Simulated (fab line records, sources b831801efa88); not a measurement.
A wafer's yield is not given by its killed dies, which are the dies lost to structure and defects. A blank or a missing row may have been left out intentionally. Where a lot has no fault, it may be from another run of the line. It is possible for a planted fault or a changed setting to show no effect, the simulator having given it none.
Which of the tools did it? || flow gf180mcu || at 1 step of a route of 602, 6 lots with 18 wafers sampled

== WHAT THE GAUGES READ, wafer by wafer ==
GF_HV_LDD_OVL_MEAS_20.
{"lot": "L213", "measured": "day 12 02:15", "on": "overlay-01", "HV_LDD_01_OVL (nm)": "-0.1 0.4 -0.4"}
{"lot": "L216", "measured": "day 13 00:07", "on": "overlay-02", "HV_LDD_01_OVL (nm)": "0.6 0.4 -0.3"}
{"lot": "L220", "measured": "day 14 03:21", "on": "overlay-02", "HV_LDD_01_OVL (nm)": "1.7 1.6 3.2"}
{"lot": "L223", "measured": "day 15 04:59", "on": "overlay-02", "HV_LDD_01_OVL (nm)": "-1.0 -1.6 -2.4"}
{"lot": "L228", "measured": "day 16 22:41", "on": "overlay-02", "HV_LDD_01_OVL (nm)": "-1.0 0.8 -0.7"}
{"lot": "L231", "measured": "day 17 21:36", "on": "overlay-02", "HV_LDD_01_OVL (nm)": "-0.5 0.6 2.5"}

== TOOL THAT RAN EACH LOT (tool first, then ch and the chambers of the sampled wafers, then the start) ==
There is no process step in the record ahead of these readings.

== THE ANSWER, worked out from the rows above alone ==
Rule: what is usual is taken from the lots themselves. The widest of any qualifying gaps counts: lots, ordered by their means at a reading, are off when they make up no more than a third of the lots, leave a main group of 4 or more, and stand apart from it by 3 or more times the standard deviation of that group's means. A main group whose means are all the same, to the digits that the tables above print for the reading, isn't used. A lot without any number at a reading at which 4 lots or more have one is off too. All remaining lots with rows at the step are treated as sound.
Nothing can be told from this: no lot is off at any reading shown.

== WHAT THE SIMULATOR PUT IN ==
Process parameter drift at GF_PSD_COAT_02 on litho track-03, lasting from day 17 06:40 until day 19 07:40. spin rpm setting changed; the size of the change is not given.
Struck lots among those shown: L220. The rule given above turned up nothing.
